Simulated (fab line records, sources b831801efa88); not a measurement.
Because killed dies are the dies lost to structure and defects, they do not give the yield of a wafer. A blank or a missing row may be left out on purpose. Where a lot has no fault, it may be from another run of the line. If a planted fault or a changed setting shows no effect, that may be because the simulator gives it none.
8D (eight disciplines) problem report, filled in by code ; flow sfq_line ; the parts of the form that need people (team, actions taken, sign-off) are left out

== 1. WHAT IS WRONG ==
Wafers without a fault read 69.9 s, standard deviation 0.43; run_length_s at SFQ_TRILAYER_I6_VIA_BARC_OPEN_VIA_ETCH_235 reads a mean of 73.1 s on 4 wafers belonging to 2 lots. That is +7.4 standard deviations from the usual mean.
The step: etches BARC in O2, target depth 125 nm, time 41.7 s.
Earliest sighting: wafer L951.5 on rie_diel-04 at day 74 22:37. Wafers with a number at this step in the record: 18, from 6 lots. By rule, "out" or "out of limits" means more than 4 standard deviations away from the usual mean. The rest of the wafers with a number are treated as sound.

== 2. WHAT IT IS, WHAT IT ISN'T ==
question;is;is not
which readings at this step;run_length_s;drypump_motor_current_A
which lots;L951, L953;L937, L950, L955, L956
which wafers of those lots;L951.5, L951.6, L953.5, L953.6;L951.1, L953.3
read on which tools;rie_diel-04;rie_diel-03
when;from day 74 22:37;"up to then (7 sound wafers); but 7 sound wafers of L953, L955, L956 came after"

== 3. SUSPECTS, AND WHAT RULES EACH OUT ==
Counting: a tool at a process step up to the reading stays a suspect if it ran every lot that is out. Sound lots after the first of them don't rule it out here, since some wafers of a struck lot are sound.
- pecvd-01 at SFQ_TRILAYER_I6_DEP_PECVD_165 (deposits SiO2 from SiH4/N2O, time 111.11 s, target thk 500 nm): kept. It ran every lot that is out, first L951 (day 74 14:45).
- cmp-01 at SFQ_TRILAYER_I6_CMP_CMP_166 (polishes SiO2): kept. Ran every lot that is out, first one L951 (day 74 15:50); last sound lot up to then L937 (day 62 00:52).
- rie_diel-04 at SFQ_TRILAYER_I6_VIA_BARC_OPEN_VIA_ETCH_235 (etches BARC in O2, target depth 125 nm, time 41.7 s): kept. Ran every lot that is out, first one L951 (day 74 22:37); last sound lot up to then L950 (day 74 17:55). On those wafers its own readings are out: run_length_s.
The count leaves pecvd-01 at SFQ_TRILAYER_I6_DEP_PECVD_165, cmp-01 at SFQ_TRILAYER_I6_CMP_CMP_166, and rie_diel-04 at SFQ_TRILAYER_I6_VIA_BARC_OPEN_VIA_ETCH_235.

== 4. THE CAUSE (what the simulator had put in) ==
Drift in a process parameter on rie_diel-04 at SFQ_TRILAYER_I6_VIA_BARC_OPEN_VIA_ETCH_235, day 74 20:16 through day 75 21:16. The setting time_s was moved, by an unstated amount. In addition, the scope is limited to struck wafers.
Counting left 3 suspects, and this tool is among them.

== 5. SEQUENCE OF EFFECTS, ordered by route ==
Each row: a reading where the mean over the struck wafers with a number is more than 3 standard deviations away from the usual. Scope: only readings with a usual standard deviation given in the record; hours: median across lots of the time from each lot's start at the first step in this table that gives one to its start at this step; sigmas: change in usual standard deviations.
hours;step;reading;usual;on struck wafers;change;sigmas
0;SFQ_TRILAYER_I6_VIA_BARC_OPEN_VIA_ETCH_235;oes_product_au;0.685 a.u.;0.663;-0.022;-4.8
0;SFQ_TRILAYER_I6_VIA_BARC_OPEN_VIA_ETCH_235;run_length_s;69.9 s;73.1;+3.2;+7.4
Here are the process steps it includes:
- SFQ_TRILAYER_I6_VIA_BARC_OPEN_VIA_ETCH_235: etches BARC in O2, target depth 125 nm, time 41.7 s.

== 6. HOW IT WOULD HAVE BEEN CAUGHT EARLIER ==
In this record the first reading out of limits was taken at day 74 22:37, 2 hours after the fault began at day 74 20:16.
